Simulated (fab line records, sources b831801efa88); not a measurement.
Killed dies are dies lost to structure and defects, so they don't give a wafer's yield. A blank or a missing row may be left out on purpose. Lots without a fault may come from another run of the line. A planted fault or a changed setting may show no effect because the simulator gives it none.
fab line records | flow sky130
record lots=5 wafers=15 last_day=49
route steps=708 shown VIA2@527 METAL3@532 CAPM@537 PAD_OPEN@708
lots that met no fault: from a run of the same line without faults
start_h: hours from the record's first day to the start of the lot's first wafer shown | wait_h: hours since the lot's step before | " the same as in the row above | L1.1+2: a row that stands for several wafers | - no value, or no start given | * or withheld: withheld | < > ~ a bound
route shown NAME@n: a module of which the file shows steps, and the number in the route of the first | usual: mean/standard deviation of fault-free wafers | same: alike in all rows | chamber/n: place in a boat | sites: the reading at each site | _std_site: their standard deviation | _edge_site: outer sites' mean less inner sites' | radius_mm: how far each site lies from the wafer's centre | mask NAME#n: copy n | behind: the tool/chamber that last shaped the wafer | hold: why the lot was held/for how many hours/how that ended | device: the transistor (n, p or np) that didn't switch | end of line: the same wafers' tests at the end of the route | a step without rows: its recipe alone | killed: dies lost to structure and defects at the first sort, not the wafer's yield | map: a wafer's dies, x killed, . not, _ none there
set.NAME: the setting as run; set.NAME@STEP: as run at that earlier step | model.NAME: the simulator's own value behind a step, which no gauge read
lots at some steps of the route; a table a step, a row a wafer
services: from which hour (start_h, from the record's first day; less than 0 if before it) a tool's chamber was out of use, for how many hours, and why
## steps
# step SKY_VIA2_SPUTTER_20
# recipe material=TiN target_thk_nm=20 chamber_pressure_pa=5 power_w=4000 time_s=80
# step SKY_VIA2_CVD_21
# recipe material=W target_thk_nm=420 time_s=126.4 temp_c=400 pressure_torr=40
# step SKY_VIA2_CMP_24
# recipe stop_on=SiO2 t_overpolish_s=20 down_force_psi=3.5 platen_rpm=60 target_thk_nm=0 pad_velocity_m_s=0.94248
# step SKY_METAL3_SPUTTER_00
# recipe material=Ti target_thk_nm=15 power_w=3000 time_s=10 chamber_pressure_pa=0.4
# step SKY_METAL3_SPUTTER_01
# recipe material=TiN target_thk_nm=20 power_w=6500 time_s=16.7 chamber_pressure_pa=0.4
# step SKY_METAL3_SPUTTER_02
# recipe material=AlCu target_thk_nm=735 power_w=10600 time_s=39.1 chamber_pressure_pa=0.4
# step SKY_METAL3_SPUTTER_03
# recipe material=Ti target_thk_nm=5 power_w=3000 time_s=3.3 chamber_pressure_pa=0.4
# step SKY_METAL3_SPUTTER_04
# recipe material=TiN target_thk_nm=70 power_w=6500 time_s=58.3 chamber_pressure_pa=0.4
# step SKY_CAPM_CVD_00
# recipe material=SiO2 target_thk_nm=15.5 temp_c=400 time_s=withheld rf_w=450
# step SKY_CAPM_SPUTTER_02
# recipe material=TiN target_thk_nm=200 temp_c=300 power_w=6500 time_s=166.7 chamber_pressure_pa=0.4
# usual cathode_dc_power_W=6500.0/1.1 chamber_pressure_pa=0.4000/0.00082 throttle_valve_pct=29.7/0.93
# same time_s=166.7
# columns lot.wafer tool chamber start_h wait_h cathode_dc_power_W chamber_pressure_pa throttle_valve_pct model.TiN_of_CAPM_SPUTTER_02.thk_nm
L954.1 pvd_sputter-03 - 911.03 0.1 5712.3 0.3993 30.7 171.9
L954.2 " - " " 5713.0 0.4007 28.4 171.9
L954.4 " - " " 5715.0 0.4009 30.6 173.5
L955.2 pvd_sputter-03 - 912.83 0.0 5712.1 0.4004 30.5 171.9
L955.4 " - " " 5713.9 0.4003 28.4 168.9
L955.6 " - " " 5715.1 0.4017 30.6 169.7
L956.3 pvd_sputter-03 - 916.81 0.0 5714.5 0.4002 28.4 176.6
L956.5 " - " " 5713.2 0.4014 30.9 173.9
L956.6 " - " " 5715.8 0.4003 30.4 176.6
L965.3 pvd_sputter-04 - 987.17 0.0 6497.2 0.4008 29.3 196.5
L965.4 " - " " 6501.3 0.4009 29.3 196.2
L965.5 " - " " 6500.4 0.4006 29.8 198.6
L966.1 pvd_sputter-03 - 994.11 0.1 6500.6 0.3990 28.5 196.2
L966.2 " - " " 6500.1 0.3981 30.7 197
L966.6 " - " " 6499.5 0.3995 30.7 198.8
# step SKY_CAPM_RS_MEAS_03
# recipe thk_meas_gauge=four-point-probe reads=TiN_of_CAPM_SPUTTER_02
# usual CAPM_TIN_RS=6.97/0.087
# columns lot.wafer tool chamber start_h wait_h CAPM_TIN_RS[ohm/sq]
L954.1 film_metro-04 - 911.14 0.1 8.07
L954.2 " - " " 8.07
L954.4 " - " " 7.98
L955.2 film_metro-04 - 912.96 0.1 8.07
L955.4 " - " " 8.22
L955.6 " - " " 8.18
L956.3 film_metro-02 - 916.96 0.1 7.84
L956.5 " - " " 7.98
L956.6 " - " " 7.85
L965.3 film_metro-04 - 987.32 0.1 7.03
L965.4 " - " " 7.05
L965.5 " - " " 6.95
L966.1 film_metro-04 - 994.22 0.1 7.04
L966.2 " - " " 7.02
L966.6 " - " " 6.95
# step SKY_CAPM_THK_MEAS_04
# recipe thk_meas_gauge=xrf reads=TiN_of_CAPM_SPUTTER_02
# usual CAPM_TIN_THK=195.2/2.5
# columns lot.wafer tool chamber start_h wait_h CAPM_TIN_THK[nm]
L954.1 film_metro-04 - 911.26 0.1 168.6
L954.2 " - " " 168.3
L954.4 " - " " 170.4
L955.2 film_metro-04 - 913.07 0.1 168.3
L955.4 " - " " 165.4
L955.6 " - " " 166.1
L956.3 film_metro-02 - 917.06 0.1 173.3
L956.5 " - " " 172.1
L956.6 " - " " 173.9
L965.3 film_metro-04 - 987.42 0.1 192.4
L965.4 " - " " 193.0
L965.5 " - " " 195.6
L966.1 film_metro-04 - 994.34 0.1 192.6
L966.2 " - " " 194.0
L966.6 " - " " 195.6
# step SKY_CAPM_DEHYDRATE_05
# recipe temp_c=200 time_s=60
# step SKY_CAPM_HMDS_06
# recipe prime_time_s=60 prime_temp_c=120
# step SKY_CAPM_COAT_07
# recipe resist=NOVOLAK spin_rpm=3000 resist_thk_nm=1140
# step SKY_CAPM_SOFTBAKE_08
# recipe temp_c=90 time_s=60 resist=NOVOLAK
# step SKY_CAPM_EXPOSE_09
# recipe mask_id=CAPM na=0.6 source_shape=conventional sigma_outer=0.6 polarization=unpolarized target_cd_nm=1000 dose_mj=159
# step SKY_CAPM_PEB_10
# recipe temp_c=withheld time_s=* resist=NOVOLAK
# step SKY_CAPM_DEVELOP_11
# recipe resist=NOVOLAK developer=TMAH develop_time_s=60 dev_temp_c=23
# step SKY_CAPM_METAL_ETCH_13
# recipe target_depth_nm=220 stop_on=SiO2 chemistry=Cl2/BCl3 target=TiN pressure_mtorr=10 icp_w=900 bias_w=48.5 Cl2_flow_sccm=60 bcl3_flow_sccm=30 time_s=62.9
# usual chamber_pressure_mTorr=10.001/0.008 drypump_motor_current_A=5.79/0.28 oes_product_au=0.936/0.008 throttle_valve_pct=21.903/0.011
# same time_s=62.9
# columns lot.wafer tool chamber start_h wait_h chamber_pressure_mTorr drypump_motor_current_A oes_product_au rf_hours_counter_h throttle_valve_pct
L954.1 rie_metal-04 1 935.94 0.0 9.990 5.79 0.850 17 21.955
L954.2 " 0 " " 10.014 6.26 0.865 12 21.951
L954.4 " 0 " " 10.000 6.24 0.868 - 21.943
L955.2 rie_metal-03 1 937.56 0.0 10.008 5.78 0.862 3 21.956
L955.4 " 0 " " 9.992 5.34 0.853 - 21.949
L955.6 " 0 " " 10.002 5.34 0.857 - 21.953
L956.3 rie_metal-03 0 942.21 0.0 10.005 5.37 0.863 - 21.944
L956.5 " 1 " " 9.999 5.76 0.861 - 21.945
L956.6 " 0 " " 9.993 5.37 0.871 - 21.949
L965.3 rie_metal-04 0 1009.76 0.0 9.993 6.25 0.927 - 21.896
L965.4 " 1 " " 10.009 5.77 0.931 - 21.905
L965.5 " 0 " " 9.993 6.28 0.933 - 21.909
L966.1 rie_metal-03 1 1017.03 0.0 9.987 5.73 0.933 7 21.900
L966.2 " 0 " " 9.988 5.38 0.929 18 21.915
L966.6 " 1 " " 10.005 5.77 0.934 - 21.887
# step SKY_CAPM_STRIP_14
# recipe chemistry=O2/N2 power_w=1400 pressure_mtorr=1500 platen_temp_c=withheld o2_flow_sccm=3000 n2_flow_sccm=300 overash_fraction=0.5
# step SKY_CAPM_STRIP_15
# recipe chemistry=post_etch_residue_remover time_s=1200 temp_c=72.5
# step SKY_CAPM_CLEAN_16
# recipe chemistry=IPA time_s=180 temp_c=25
# step SKY_CAPM_CLEAN_17
# recipe chemistry=O3/DIW dry=n2_spin
# step SKY_METAL3_DEHYDRATE_05
# recipe temp_c=200 time_s=60
# step SKY_METAL3_HMDS_06
# recipe prime_time_s=60 prime_temp_c=120
# step SKY_METAL3_COAT_07
# recipe resist=BARC temp_c=withheld time_s=withheld spin_rpm=3000 resist_thk_nm=60
# step SKY_METAL3_COAT_08
# recipe resist=KrF-thick spin_rpm=3000 resist_thk_nm=1140
# step SKY_METAL3_SOFTBAKE_09
# recipe temp_c=100 time_s=90 resist=KrF-thick
# step SKY_METAL3_EXPOSE_10
# recipe mask_id=MM3 na=0.68 source_shape=annular sigma_inner=0.4 sigma_outer=0.8 target_cd_nm=300 dose_mj=28
# step SKY_METAL3_PEB_11
# recipe peb_temp_c=withheld peb_time_s=withheld resist=KrF-thick
# step SKY_METAL3_DEVELOP_12
# recipe develop_time_s=60 resist=KrF-thick dev_temp_c=21
# step SKY_METAL3_DESCUM_15
# recipe chemistry=O2 source_power_w=150 bias_power_w=0 pressure_mtorr=10 temp_c=40 time_s=8
# step SKY_METAL3_ETCH_16
# recipe chemistry=N2/H2 target=BARC ion_energy_ev=200 bias_w=100 pressure_mtorr=30 n2_flow_sccm=100 h2_flow_sccm=200 icp_w=500 stop_on=SiO2 time_s=88.2 target_depth_a=600
# step SKY_METAL3_ETCH_17
# recipe target=SiO2 stop_on=TiN chemistry=C4F8/O2/Ar source_w=1500 bias_w=1200 pressure_mtorr=40 c4f8_flow_sccm=withheld O2_flow_sccm=6 Ar_flow_sccm=300 time_s=3.9 target_depth_a=150
# step SKY_METAL3_METAL_ETCH_18
# recipe target_depth_a=8450 stop_on=SiO2 over_etch_frac=0.3 time_s=183.1 chemistry=Cl2/BCl3 resist_sidewall_deg=88 pressure_mtorr=10 icp_w=900 bias_w=48.5 Cl2_flow_sccm=60 bcl3_flow_sccm=30
# step SKY_METAL3_STRIP_20
# recipe chemistry=post_etch_residue_remover time_s=1200 temp_c=72.5
# usual temp_c=72.49/0.12
# same time_s=1200
# columns lot.wafer tool chamber start_h wait_h temp_c model.TiN_of_CAPM_SPUTTER_02.thk_nm
L954.1 wet_bench-01 2 961.54 0.1 72.42 171
L954.2 " 2 " " 72.43 171
L954.4 " 2 " " 72.41 172.7
L955.2 wet_bench-04 1 963.83 0.1 72.42 171.1
L955.4 " 1 " " 72.55 168
L955.6 " 1 " " 72.41 168.8
L956.3 wet_bench-04 3 967.38 0.0 72.66 175.8
L956.5 " 3 " " 72.71 173.1
L956.6 " 3 " " 72.50 175.8
L965.3 wet_bench-01 1 1033.73 0.0 72.38 195.7
L965.4 " 1 " " 72.55 195.4
L965.5 " 1 " " 72.53 197.8
L966.1 wet_bench-01 2 1040.49 0.1 72.50 195.3
L966.2 " 2 " " 72.43 196.2
L966.6 " 2 " " 72.70 197.9
# step SKY_PAD_OPEN_PROBE_99
# usual defect_limited_yield=82.7/1.7 killed_at_M0_to_M3=41/6.2 killed_at_M4_up=3.0/1.7 killed_at_contacts=25/5.8 killed_at_front_end=16/4.5 killed_at_other=0.2/0.42 killed_dies=85/8.4 killed_open=46/5.9 killed_short=39/6.3 sort_bin_3_pad_short=0.9/0.4 sort_bin_5_function=10.2/1.3 sort_bin_6_memory=6.2/1 sort_n_pass=407/8.4 sort_yield_pct=82.7/1.7
# same gross_dies=492 killed_at_back_side=0 sort_bin_4_leakage[%]=0 sort_bin_8_speed[%]=0
# columns lot.wafer tool chamber start_h wait_h defect_limited_yield[%] killed_at_M0_to_M3 killed_at_M4_up killed_at_contacts killed_at_front_end killed_at_other killed_dies killed_open killed_short sort_bin_3_pad_short[%] sort_bin_5_function[%] sort_bin_6_memory[%] sort_n_pass sort_yield_pct[%] model.etest.cap_mim.plate_ohm_sq model.etest.cap_mim.bv_v model.etest.cap_mim.leak_log10_a_cm2
L954.1 prober-01 - 1126.39 0.1 80.3 42 3 36 16 0 97 59 35 1.0 11.8 6.9 395 80.3 6.949 12.6 -8.456
L954.2 prober-01 - 1126.44 0.1 84.6 43 1 23 9 0 76 33 43 1.2 7.5 6.7 416 84.6 7.003 12.84 -8.484
L954.4 prober-01 - 1126.54 0.2 83.5 41 3 24 13 0 81 42 37 0.8 9.1 6.5 411 83.5 6.889 12.65 -8.629
L955.2 prober-02 - 1127.92 0.1 86.0 36 3 16 14 0 69 37 32 1.2 7.5 5.3 423 86.0 7.024 13.21 -8.8
L955.4 prober-02 - 1128.02 0.2 83.7 35 5 25 15 0 80 52 28 1.2 8.1 6.9 412 83.7 7.1 12.94 -8.841
L955.6 prober-02 - 1128.12 0.2 85.4 28 2 23 18 1 72 37 35 0.4 9.1 5.1 420 85.4 7.034 13.33 -8.839
L956.3 prober-01 - 1131.75 0.2 82.3 42 3 22 19 1 87 41 46 0.8 10.4 6.5 405 82.3 6.848 12.24 -8.413
L956.5 prober-01 - 1131.85 0.2 85.6 44 4 13 10 0 71 38 32 1.2 8.3 4.9 421 85.6 6.921 13.3 -8.786
L956.6 prober-01 - 1131.90 0.2 80.3 45 2 39 11 0 97 51 45 0.2 10.0 9.6 395 80.3 6.789 13.47 -8.742
L965.3 prober-02 - 1181.71 0.2 84.8 34 3 21 16 1 75 44 31 0.6 11.0 3.7 417 84.8 6.084 12.99 -8.777
L965.4 prober-02 - 1181.76 0.2 86.0 30 2 22 15 0 69 39 30 0.4 8.3 5.3 423 86.0 6.164 13.21 -8.861
L965.5 prober-02 - 1181.81 0.2 85.4 34 2 22 14 0 72 46 26 0.4 9.6 4.7 420 85.4 6.096 13.89 -9.13
L966.1 prober-02 - 1187.32 0.1 80.5 44 4 34 14 0 96 51 45 1.0 12.6 5.9 396 80.5 6.172 13.61 -9.16
L966.2 prober-02 - 1187.37 0.1 82.3 40 3 26 18 0 87 52 35 1.2 10.2 6.3 405 82.3 6.088 14 -8.957
L966.6 prober-02 - 1187.57 0.2 82.3 46 1 26 14 0 87 46 41 1.0 10.4 6.3 405 82.3 6.039 13.44 -8.947
# killed by level:class
L954.1 CONTACT:geometric_particle:open=17 VIA1:geometric_particle:open=8 LI_CONTACT:geometric_particle:open=8 VIA2:geometric_particle:open=8 VIA1:geometric_particle:short=6 VIA3:geometric_particle:open=6 POLY_GATE:geometric_particle:open=5 CONTACT:geometric_particle:short=5
L954.2 METAL2:geometric_particle:short=11 METAL1:geometric_particle:short=8 VIA1:geometric_particle:open=7 LI_CONTACT:geometric_particle:open=5 CONTACT:geometric_particle:open=5 VIA3:geometric_particle:open=5 CONTACT:geometric_particle:short=4 VIA1:geometric_particle:short=4
L954.4 CONTACT:geometric_particle:open=9 VIA1:geometric_particle:open=9 LI_CONTACT:geometric_particle:open=8 METAL1:geometric_particle:short=8 METAL2:geometric_particle:short=7 POLY_GATE:geometric_particle:open=5 VIA2:geometric_particle:open=5 LI_CONTACT:geometric_particle:short=4
L955.2 VIA1:geometric_particle:open=11 FIELD_ISO:geometric_particle:short=5 FIELD_ISO:geometric_particle:open=4 CONTACT:geometric_particle:short=4 VIA2:geometric_particle:open=4 LI_CONTACT:geometric_particle:open=4 VIA3:geometric_particle:open=4 LOCAL_INTERCONNECT:geometric_particle:short=3
L955.4 VIA1:geometric_particle:open=9 CONTACT:geometric_particle:short=7 CONTACT:geometric_particle:open=7 VIA2:geometric_particle:open=7 FIELD_ISO:geometric_particle:open=6 LI_CONTACT:geometric_particle:open=5 VIA3:geometric_particle:open=5 POLY_GATE:geometric_particle:open=3
L955.6 CONTACT:geometric_particle:open=11 VIA2:geometric_particle:open=6 FIELD_ISO:geometric_particle:short=5 POLY_GATE:geometric_particle:short=5 METAL1:geometric_particle:short=5 FIELD_ISO:geometric_particle:open=4 LOCAL_INTERCONNECT:geometric_particle:short=4 METAL2:geometric_particle:short=4
L956.3 VIA1:geometric_particle:open=12 CONTACT:geometric_particle:open=7 VIA2:geometric_particle:open=6 FIELD_ISO:geometric_particle:open=5 POLY_GATE:geometric_particle:short=5 LOCAL_INTERCONNECT:geometric_particle:short=5 METAL2:geometric_particle:short=5 VIA1:geometric_particle:short=5
L956.5 VIA1:geometric_particle:open=17 METAL2:geometric_particle:short=7 CONTACT:geometric_particle:short=6 POLY_GATE:geometric_particle:open=4 CONTACT:geometric_particle:open=4 VIA1:geometric_particle:short=4 FIELD_ISO:geometric_particle:short=3 VIA2:geometric_particle:open=3
L956.6 CONTACT:geometric_particle:open=15 LI_CONTACT:geometric_particle:open=12 VIA1:geometric_particle:open=10 VIA1:geometric_particle:short=6 CONTACT:geometric_particle:short=6 METAL1:geometric_particle:short=5 VIA2:geometric_particle:short=5 POLY_GATE:geometric_particle:open=4
L965.3 CONTACT:geometric_particle:open=7 FIELD_ISO:geometric_particle:open=6 METAL1:geometric_particle:short=6 VIA1:geometric_particle:open=6 VIA3:geometric_particle:open=6 POLY_GATE:geometric_particle:open=5 LI_CONTACT:geometric_particle:open=4 LOCAL_INTERCONNECT:geometric_particle:short=4
L965.4 CONTACT:geometric_particle:open=10 VIA1:geometric_particle:open=7 FIELD_ISO:geometric_particle:open=5 LI_CONTACT:geometric_particle:open=4 VIA1:geometric_particle:short=4 VIA2:geometric_particle:open=4 METAL3:geometric_particle:short=4 VIA3:geometric_particle:open=4
L965.5 CONTACT:geometric_particle:open=11 VIA1:geometric_particle:open=11 VIA2:geometric_particle:open=7 FIELD_ISO:geometric_particle:short=4 LI_CONTACT:geometric_particle:open=4 POLY_GATE:geometric_particle:short=3 LOCAL_INTERCONNECT:geometric_particle:short=3 METAL2:geometric_particle:open=3
L966.1 CONTACT:geometric_particle:open=17 VIA1:geometric_particle:open=15 CONTACT:geometric_particle:short=10 METAL1:geometric_particle:short=6 LI_CONTACT:geometric_particle:open=5 FIELD_ISO:geometric_particle:short=4 METAL2:geometric_particle:short=4 VIA2:geometric_particle:short=3
L966.2 CONTACT:geometric_particle:open=16 VIA1:geometric_particle:open=12 POLY_GATE:geometric_particle:short=8 VIA3:geometric_particle:open=5 FIELD_ISO:geometric_particle:short=4 LI_CONTACT:geometric_particle:open=4 VIA2:geometric_particle:short=4 VIA2:geometric_particle:open=4
L966.6 CONTACT:geometric_particle:open=11 VIA1:geometric_particle:open=11 VIA3:geometric_particle:open=8 CONTACT:geometric_particle:short=7 VIA1:geometric_particle:short=7 FIELD_ISO:geometric_particle:open=5 LI_CONTACT:geometric_particle:open=5 VIA3:geometric_particle:short=5
## services
# columns tool chamber start_h hours kind
pvd_sputter-03 2 936.80 - consumable_replace:kit
pvd_sputter-03 2 936.80 18.0 scheduled_down
pvd_sputter-03 2 936.80 18.0 vent_cycle
pvd_sputter-03 - 951.15 5.0 repair
pvd_sputter-03 - 959.51 15.5 repair
rie_metal-03 - 965.93 0.4 repair
rie_metal-03 - 988.33 2.8 pm
pvd_sputter-04 1 988.64 - consumable_replace:kit
pvd_sputter-04 1 988.64 18.0 scheduled_down
pvd_sputter-04 1 988.64 18.0 vent_cycle
rie_metal-04 1 992.68 13.4 repair
rie_metal-04 1 1009.98 - clean
rie_metal-04 1 1009.98 10.5 scheduled_down
rie_metal-04 1 1009.98 10.5 vent_cycle
rie_metal-03 - 1033.48 1.4 pm
## key
first_sign step=SKY_CAPM_SPUTTER_02 reading=cathode_dc_power_W direction=down sigmas=99+ usual=6500.0 struck=5713.9
effect step=SKY_CAPM_RS_MEAS_03 reading=CAPM_TIN_RS direction=up sigmas=12 usual=6.97 struck=8.03
effect step=SKY_CAPM_THK_MEAS_04 reading=CAPM_TIN_THK direction=down sigmas=10 usual=195.2 struck=169.6
effect step=SKY_CAPM_METAL_ETCH_13 reading=oes_product_au direction=down sigmas=9.4 usual=0.936 struck=0.861
model_effect step=SKY_CAPM_SPUTTER_02 value=TiN_of_CAPM_SPUTTER_02.thk_nm without=197 struck=172.8
model_effect step=SKY_METAL3_STRIP_20 value=TiN_of_CAPM_SPUTTER_02.thk_nm without=196.1 struck=171.9
model_effect step=SKY_PAD_OPEN_PROBE_99 value=etest.cap_mim.plate_ohm_sq without=6.096 struck=6.951
met_at SKY_CAPM_SPUTTER_02
struck_wafers L954.1,L954.2,L954.4,L955.2,L955.4,L955.6,L956.3,L956.5,L956.6
fault kind=process_parameter_drift tool=pvd_sputter-03 chamber=- onset_h=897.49 steps=SKY_CAPM_SPUTTER_02 channel=power_w offset=* shape=step end_h=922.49 acts_in=* stated=*
